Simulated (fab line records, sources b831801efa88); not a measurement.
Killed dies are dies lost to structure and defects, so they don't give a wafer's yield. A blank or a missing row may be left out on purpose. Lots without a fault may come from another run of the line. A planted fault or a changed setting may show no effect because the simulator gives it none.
A struck lot beside a sound one | flow sky130 | 17 steps out of a route of 708
Sound: wafers L274.2, L274.3, L274.4. Struck: wafers L281.1, L281.2, L281.3. The cause comes at the end.
At each step with rows: each side's tool, then ch and its chambers, then its first start. Under that, the readings that differ: sound wafers | struck wafers | difference of the means | sigmas: that difference in standard deviations of wafers without a fault.
alike: readings whose means differ by less than 2 such deviations, and words and numbers that are the same on both sides. not compared: withheld readings, readings that some wafer has no value for, bounds like >300 that may hide the same value, and numbers for which the record gives no deviation and whose values overlap.
The two part at a step that has a row with sigmas, a row that says differs or no value, or rows on one side only. Numbers that don't overlap but have no deviation are shown without sigmas and don't part them. A reading that every wafer of one side lacks parts them only if that side has two wafers or more.

SKY_LDD_HVN_OVL_MEAS_07:
  sound on overlay-01, day 20 01:02; struck on overlay-01, day 23 12:10
  alike: LDD_HVN_OVL
then, 1 step without rows for these wafers: SKY_LDD_HVN_IMPLANT_08.
SKY_LDD_HVN_STRIP_09: strips in O2/N2.
  sound on plasma_asher-02 ch 0,1, day 20 01:13; struck on plasma_asher-03 ch 0,1, day 23 12:21
  reading                      | sound             | struck            | difference | sigmas
  strip_time_to_endpoint_s (s) | 4.180 4.144 4.175 | 4.117 4.135 4.136 | -0.037     | -2
  alike: drypump_motor_current_A, oes_product_au
  not compared: rf_hours_counter_h
SKY_LDD_HVN_TW_MEAS_10:
  sound on film_metro-01, day 20 01:19; struck on film_metro-03, day 23 12:27
  alike: LDD_HVN_TW
then, 7 steps without rows for these wafers: SKY_LDD_HVP_DEHYDRATE_00 (time 60 s); SKY_LDD_HVP_HMDS_01 (prime time 60 s); SKY_LDD_HVP_COAT_02 (resist thk 300 nm); SKY_LDD_HVP_SOFTBAKE_03 (time 60 s); SKY_LDD_HVP_EXPOSE_04 (exposes mask HVPTM, target cd 700 nm); SKY_LDD_HVP_PEB_05; SKY_LDD_HVP_DEVELOP_06 (develop time 60 s).
SKY_LDD_HVP_OVL_MEAS_07:
  sound on overlay-02, day 21 06:46; struck on overlay-01, day 24 18:10
  alike: LDD_HVP_OVL
SKY_LDD_HVP_IMPLANT_08:
  sound on implanter-04 ch 0, day 21 06:49; struck on implanter-03 ch 0, day 24 18:11
  reading            | sound                | struck            | difference | sigmas
  tilt_deg (degrees) | 17.873 17.901 17.891 | 0.021 0.019 0.017 | -17.869    | -99 or more
SKY_LDD_HVP_STRIP_09: strips in O2/N2.
  sound on plasma_asher-02 ch 0,1, day 21 06:57; struck on plasma_asher-02 ch 0,1, day 24 18:20
  alike: drypump_motor_current_A, oes_product_au, strip_time_to_endpoint_s
  not compared: rf_hours_counter_h
SKY_LDD_HVP_TW_MEAS_10:
  sound on film_metro-03, day 21 07:04; struck on film_metro-01, day 24 18:26
  reading    | sound       | struck      | difference | sigmas
  LDD_HVP_TW | 444 445 446 | 406 408 409 | -37        | -6
then, 1 step without rows for these wafers: SKY_LDD_LDN_DEHYDRATE_00 (time 60 s).
-- the record jumps here: 23 days lie between the struck wafers' starts before and after (it left off in module LDD_LDN and takes up again in module PAD_OPEN, whose first step shown is number 708 of the route) --
SKY_PAD_OPEN_PROBE_99:
  sound on prober-01, day 45 14:34; struck on prober-01, day 47 20:47
  reading                        | sound          | struck         | difference | sigmas
  model.etest.tip_p_5v.rs_ohm_sq | 2907 2916 2899 | 2702 2709 2709 | -201       |
  alike: killed_at_M0_to_M3, killed_at_M4_up, killed_at_contacts, killed_at_front_end, killed_at_other, killed_dies, killed_open, killed_short

WHERE THEY PART
First at SKY_LDD_HVN_STRIP_09; last, within this record, at SKY_LDD_HVP_TW_MEAS_10. Later steps at which nothing parts them and some readings are alike: SKY_PAD_OPEN_PROBE_99.

WHY: what the simulator had put in
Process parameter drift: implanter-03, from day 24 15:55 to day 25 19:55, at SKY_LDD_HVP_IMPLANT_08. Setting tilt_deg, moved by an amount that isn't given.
